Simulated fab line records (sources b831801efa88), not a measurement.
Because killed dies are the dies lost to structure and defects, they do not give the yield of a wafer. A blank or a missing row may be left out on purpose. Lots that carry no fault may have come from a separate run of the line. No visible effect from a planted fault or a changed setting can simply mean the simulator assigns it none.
Matching of chambers || flow sky130 || SKY_VIA1_CMP_24 on cmp-01: 4 sister chambers
The step polishes, stops on SiO2, t overpolish 15 s, target thk 0 nm. 17 wafers are shown with their chamber, then 8 later ones without.

== WAFERS WITH THEIR CHAMBER ==
{"wafer": "L865.1", "chamber": 1, "time to endpoint s (s)": 61, "motor current A (A)": 10.9}
{"wafer": "L865.4", "chamber": 2, "time to endpoint s (s)": 65, "motor current A (A)": 11.4}
{"wafer": "L865.6", "chamber": 0, "time to endpoint s (s)": 64, "motor current A (A)": 10.6}
{"wafer": "L864.2", "chamber": 2, "time to endpoint s (s)": 65, "motor current A (A)": 10.7}
{"wafer": "L864.3", "chamber": 0, "time to endpoint s (s)": 68, "motor current A (A)": 11.0}
{"wafer": "L864.5", "chamber": 3, "time to endpoint s (s)": 59, "motor current A (A)": 10.0}
{"wafer": "L866.1", "chamber": 2, "time to endpoint s (s)": 66, "motor current A (A)": 11.9}
{"wafer": "L866.5", "chamber": 3, "time to endpoint s (s)": 59, "motor current A (A)": 9.7}
{"wafer": "L866.6", "chamber": 2, "time to endpoint s (s)": 66, "motor current A (A)": 11.7}
{"wafer": "L869.2", "chamber": 0, "time to endpoint s (s)": 70, "motor current A (A)": 10.5}
{"wafer": "L869.4", "chamber": 3, "time to endpoint s (s)": 55, "motor current A (A)": 10.1}
{"wafer": "L869.5", "chamber": 3, "time to endpoint s (s)": 58, "motor current A (A)": 10.2}
{"wafer": "L871.2", "chamber": 2, "time to endpoint s (s)": 65, "motor current A (A)": 11.5}
{"wafer": "L871.4", "chamber": 0, "time to endpoint s (s)": 67, "motor current A (A)": 10.5}
{"wafer": "L871.6", "chamber": 1, "time to endpoint s (s)": 62, "motor current A (A)": 10.5}
{"wafer": "L877.1", "chamber": 2, "time to endpoint s (s)": 64, "motor current A (A)": 11.6}
{"wafer": "L877.3", "chamber": 3, "time to endpoint s (s)": 56, "motor current A (A)": 9.9}

SIGNATURES (means of the wafers above)
{"reading": "time to endpoint s", "chamber 0": 67.25, "chamber 1": 61.50, "chamber 2": 65.17, "chamber 3": 57.40, "scatter within a chamber": 1.65}
{"reading": "motor current A", "chamber 0": 10.650, "chamber 1": 10.700, "chamber 2": 11.467, "chamber 3": 9.980, "scatter within a chamber": 0.31}
Rule: a wafer lies at a distance from a chamber equal to the root of the sum of squares, over the readings, of (its reading less the chamber's mean, divided by the reading's scatter). If the next closest chamber is less than 2 further off than the closest, the wafer can't be placed; otherwise it belongs to the closest. How the scatter is found: for the shown wafers, subtract from each reading the mean of its chamber, square and add these, divide the total by (wafers less chambers), then take the root.

== WAFERS MISSING THEIR CHAMBER ==
{"wafer": "L877.5", "time to endpoint s (s)": 60, "motor current A (A)": 10.2}
{"wafer": "L881.5", "time to endpoint s (s)": 81, "motor current A (A)": 11.6}
{"wafer": "L886.4", "time to endpoint s (s)": 57, "motor current A (A)": 10.6}
{"wafer": "L886.5", "time to endpoint s (s)": 66, "motor current A (A)": 10.4}
{"wafer": "L886.6", "time to endpoint s (s)": 60, "motor current A (A)": 10.4}
{"wafer": "L887.2", "time to endpoint s (s)": 68, "motor current A (A)": 10.6}
{"wafer": "L887.5", "time to endpoint s (s)": 58, "motor current A (A)": 10.1}
{"wafer": "L887.6", "time to endpoint s (s)": 70, "motor current A (A)": 10.8}

== WHICH CHAMBER EACH WENT THROUGH ==
{"wafer": "L877.5", "from the rows above": "can't be placed: 3 or 1", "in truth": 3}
{"wafer": "L881.5", "from the rows above": "can't be placed: 0 or 2", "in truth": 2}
{"wafer": "L886.4", "from the rows above": "can't be placed: 3 or 1", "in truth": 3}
{"wafer": "L886.5", "from the rows above": "can't be placed: 0 or 1", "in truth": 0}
{"wafer": "L886.6", "from the rows above": "can't be placed: 1 or 3", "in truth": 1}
{"wafer": "L887.2", "from the rows above": 0, "in truth": 0}
{"wafer": "L887.5", "from the rows above": 3, "in truth": 3}
{"wafer": "L887.6", "from the rows above": "can't be placed: 0 or 2", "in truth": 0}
2 of 8 placed correctly. Unplaceable from these rows: 6, with the true chamber sitting among the candidates in 6. Placed wrongly: 0.
